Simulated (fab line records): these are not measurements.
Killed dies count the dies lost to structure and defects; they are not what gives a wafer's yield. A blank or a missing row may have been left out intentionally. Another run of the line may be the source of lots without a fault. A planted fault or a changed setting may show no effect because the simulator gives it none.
Struck lot and sound lot, side by side -- flow sky130 -- 35 steps out of a route of 708
Sound: wafers L766.3, L766.4, L766.5. Wafers L752.1, L752.2, L752.4 were the ones struck. The cause is named last.
Each step with rows lists, per side, the tool, then ch with its chambers, then its first start. Under that, the readings that differ: sound wafers -- struck wafers -- difference of the means -- sigmas: that difference in standard deviations of wafers without a fault.
alike: readings with means less than 2 such deviations apart, plus words and numbers identical on both sides. not compared: withheld readings, readings lacking a value on some wafer, bounds such as >300 that could conceal the same value, and numbers that have no deviation in the record and whose values overlap.
Wherever a step has rows on one side only, a row that says differs or no value, or a row with sigmas, the two part there. Numbers that have no deviation but don't overlap get no sigmas and don't part them. Lack of a reading on every wafer of one side parts them only where that side has two or more wafers.

first, 10 steps without rows for these wafers: SKY_GATE_OXIDE_COAT_05 (resist thk 1140 nm); SKY_GATE_OXIDE_SOFTBAKE_06 (time 60 s); SKY_GATE_OXIDE_EXPOSE_07 (exposes mask LVOM, target cd 600 nm); SKY_GATE_OXIDE_PEB_08; SKY_GATE_OXIDE_DEVELOP_09 (develop time 60 s); SKY_GATE_OXIDE_IMPLANT_11; SKY_GATE_OXIDE_WET_ETCH_12 (etches SiO2 in dHF, target depth 16.8 nm, time 336 s); SKY_GATE_OXIDE_STRIP_13 (strips in O2/N2); SKY_GATE_OXIDE_CLEAN_15 (cleans in SC1/SC2, time 150 s); SKY_GATE_OXIDE_OXIDATION_16 (stabilise 600 s, purge 300 s, target thk 3.57 nm).
SKY_POLY_GATE_CVD_00: deposits poly-Si, target thk 180 nm, time 720 s.
  sound on lpcvd-01 ch 0, day 20 13:56; struck on lpcvd-01 ch 1, day 15 10:42
reading,sound,struck,difference,sigmas
spikeTcCentreC (C),620.9 620.1 620.5,584.4 585.4 585.5,-35.4,-32
spikeTcLowerC (C),621.0 621.6 622.8,624.5 624.4 625.4,+3.0,+3
spikeTcUpperC (C),620.0 619.0 619.6,625.3 624.1 625.9,+5.6,+6
zonePowerCentrePct (%),9.04 9.02 8.90,3.12 3.12 3.10,-5.87,-26
zonePowerUpperPct (%),8.8 8.9 9.0,13.2 13.1 13.2,+4.3,+10
model.poly-Si_of_POLY_GATE_CVD_00.thkNm (nm),179.8 180.3 180.2,172.9 168 154.7,-14.9,
  alike: zonePowerLowerPct
SKY_POLY_GATE_THK_MEAS_01:
  sound: filmMetro-01 at day 20 15:10; struck: filmMetro-01 at day 15 12:08
reading,sound,struck,difference,sigmas
POLY_GATE_CVD_00_THK (nm),179.8 180.5 180.3,172.8 168.0 154.8,-15.0,-11
  not compared: hold
then, 8 steps without rows for these wafers: SKY_RES_PROTECT_HMDS_01 (prime time 60 s); SKY_RES_PROTECT_COAT_02 (resist thk 1140 nm); SKY_RES_PROTECT_SOFTBAKE_03 (time 60 s); SKY_RES_PROTECT_EXPOSE_04 (exposes mask RPM, target cd 1270 nm); SKY_RES_PROTECT_PEB_05; SKY_RES_PROTECT_DEVELOP_06 (develop time 60 s); SKY_POLY_GATE_IMPLANT_02; SKY_RES_PROTECT_STRIP_07 (strips in O2/N2).
SKY_RES_PROTECT_CLEAN_09: cleans in SC1/SC2, time 150 s.
  sound on wetBench-03 ch 3, day 21 22:17; struck on wetBench-01 ch 3, day 16 15:29
reading,sound,struck,difference,sigmas
model.poly-Si_of_POLY_GATE_CVD_00.thkNm (nm),179.1 179.7 179.6,172.2 167.4 154,-14.9,
  alike: bathHeatDutyPct
then, 11 steps without rows for these wafers: SKY_POLY_GATE_CVD_03 (deposits Si3N4 from DCS/NH3, target thk 75 nm, time 1290 s); SKY_POLY_GATE_DEHYDRATE_05 (time 60 s); SKY_POLY_GATE_HMDS_06 (prime time 60 s); SKY_POLY_GATE_COAT_07 (resist thk 110 nm); SKY_POLY_GATE_COAT_08 (resist thk 450 nm); SKY_POLY_GATE_SOFTBAKE_09 (time 90 s); SKY_POLY_GATE_EXPOSE_10 (exposes mask P1M, target cd 150 nm); SKY_POLY_GATE_PEB_11; SKY_POLY_GATE_DEVELOP_12 (develop time 60 s); SKY_POLY_GATE_ETCH_15 (etches BARC in N2/H2, stops on SiO2, time 118.5 s, target depth 110 nm); SKY_POLY_GATE_ETCH_16 (etches Si3N4 in CH3F/O2, stops on poly-Si, time 147.5 s, target depth 75 nm).
SKY_POLY_GATE_ETCH_17: etches poly-Si in HBr/Cl2, stops on SiO2, target depth 180 nm, time 70.5 s.
  sound on rieSi-02 ch 0,2,3, day 23 07:05; struck on rieSi-02 ch 0,1,2, day 17 22:53
reading,sound,struck,difference,sigmas
oesProductAu (a.u.),0.972 0.994 0.993,0.962 0.942 0.892,-0.054,-7
model.etch.depthNm (nm),176.3 179.7 179.6,172.2 167.4 154,-14.0,
model.POLY_GATE.featureDepthNm (nm),176.3 179.7 179.6,172.2 167.4 154,-14.0,
  alike: drypumpMotorCurrentA, mfcCl2Sccm, throttleValvePct
  not compared: rfHoursCounterH
then, 1 step without rows for these wafers: SKY_POLY_GATE_STRIP_18 (strips in O2/N2).
-- a jump in the record: the struck wafers' starts before and after are 29 days apart (it breaks off in module POLY_GATE and resumes in module PAD_OPEN, where the first step shown is number 708 of the route) --
SKY_PAD_OPEN_PROBE_99:
  sound: prober-02 at day 50 05:43; struck: prober-02 at day 47 00:16
reading,sound,struck,difference,sigmas
model.etest.tipSonos.rsOhmSq,2769 2748 2798,2576 2612 2515,-204,
model.etest.resPoly.rsOhmSq,48.12 48.97 48.39,49.66 50.7 55.33,+3.40,
model.etest.capLiToPoly.cAfUm2,97.9 98.34 99.28,94.37 93 92.7,-5.15,
  alike: killed_at_M0_to_M3, killed_at_M4_up, killedAtContacts, killedAtFrontEnd, killedAtOther, killedDies, killedOpen, killedShort
  not compared: model.etest.resHighPo.lineOhmUm, model.etest.resPoly.lineOhmUm, model.etest.resHighPo.rsOhmSq, model.etest.tipN.rsOhmSq, model.etest.resPoly.rsOhmSqRange

## WHERE THEY PART
Earliest at SKY_POLY_GATE_CVD_00; latest, in this record, at SKY_POLY_GATE_ETCH_17. Later steps at which nothing parts them and some readings are alike: SKY_PAD_OPEN_PROBE_99.

WHY: what had been put in by the simulator
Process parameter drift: lpcvd-01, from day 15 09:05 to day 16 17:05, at SKY_POLY_GATE_CVD_00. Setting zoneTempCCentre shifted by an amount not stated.
